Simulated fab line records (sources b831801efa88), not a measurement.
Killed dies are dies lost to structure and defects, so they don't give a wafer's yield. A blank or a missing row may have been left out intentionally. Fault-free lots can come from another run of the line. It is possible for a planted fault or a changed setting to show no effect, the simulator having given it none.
Problem report in the 8D (eight disciplines) form, filled by code -- flow sky130 -- the parts of the form that need people (team, actions taken, sign-off) are left out

1. PROBLEM STATEMENT
Across 4 wafers from 3 lots, VIA1_W_RS at SKY_VIA1_RS_MEAS_22 averages 0.621 ohm/sq, while fault-free wafers read 0.429 ohm/sq with a standard deviation of 0.0042. Measured from the usual mean, that is +46 standard deviations.
The step: measures by four-point-probe.
The first sign was on wafer L667.4 at day 38 16:34, on film metro-02. The record has a number at this step for 30 wafers belonging to 10 lots. Rule for "out" (also "out of limits"): further than 4 standard deviations from the usual mean. The rest of the wafers with a number are treated as sound.

2. WHAT IT IS, WHAT IT ISN'T
question,is,is not
which readings at this step,VIA1_W_RS,-
which lots,"L667, L668, L669","L656, L657, L661, L662, L663, L664, L665"
which wafers of those lots,"L667.4, L667.6, L668.6, L669.4","L667.5, L668.2, L668.3, L669.1, L669.2"
read on which gauges,"film metro-01, film metro-02",film metro-03
when,from day 38 16:34,"up to then (22 sound wafers); but 4 sound wafers of L668, L669 came after"

3. WHAT RULES OUT EACH SUSPECT
Counting: if a tool at a process step up to the reading ran every lot that is out, it stays a suspect. Sound lots after the first of them don't rule it out here, since some wafers of a struck lot are sound.
- ruled out: the gauge at SKY_VIA1_RS_MEAS_22. The wafers that are out were read on 2 gauges (film metro-01, film metro-02).
- cvd w-01 at SKY_VIA1_CVD_21 (deposits W, target thk 270 nm, time 80.902 s): kept. It ran every lot that is out, first L667 (day 38 16:27); its last sound lot up to then is L665 (day 38 00:25).
After counting, what remains is cvd w-01 at SKY_VIA1_CVD_21.

4. THE CAUSE (what the simulator had put in)
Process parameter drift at SKY_VIA1_CVD_21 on cvd w-01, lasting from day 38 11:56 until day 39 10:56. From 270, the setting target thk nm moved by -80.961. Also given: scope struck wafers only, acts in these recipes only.
Only this tool survived the counting.

5. SEQUENCE OF EFFECTS, ordered by route
Rows list readings where the struck wafers' mean (over those with a number) sits beyond 3 standard deviations from the usual. Only readings whose record carries a usual standard deviation are examined. hours: median over the lots of the time between each lot's start at the first step of this table that gives one and its start at this step. sigmas: the change, counted in usual standard deviations.
hours,step,reading,usual,on struck wafers,change,sigmas
0,SKY_VIA1_RS_MEAS_22,VIA1_W_RS,0.429 ohm/sq,0.621,+0.192,+46
0,SKY_VIA1_THK_MEAS_23,VIA1_W_THK,260 nm,181,-79,-19
0,SKY_VIA1_CMP_24,time to endpoint s,63.5 s,46.7,-16.8,-6.7
Process steps it contains:
- SKY_VIA1_CMP_24: polishes, stops on SiO2, t overpolish 15 s, target thk 0 nm.

6. WHAT WOULD HAVE CAUGHT IT SOONER
Counted from the fault's start at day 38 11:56, it took 5 hours until the first out-of-limits reading at a measuring or inspecting step in this record, taken at day 38 16:34.
Of the tool readings at SKY_VIA1_CVD_21 for which the record gives a usual standard deviation, none was out on any struck wafer, so an alarm limit of 4 standard deviations on them would not have fired.
Lots out: 3; of these, L668, L669 started SKY_VIA1_CVD_21 on cvd w-01 after day 38 16:34. A hold on the tool at that time would have spared those 2.
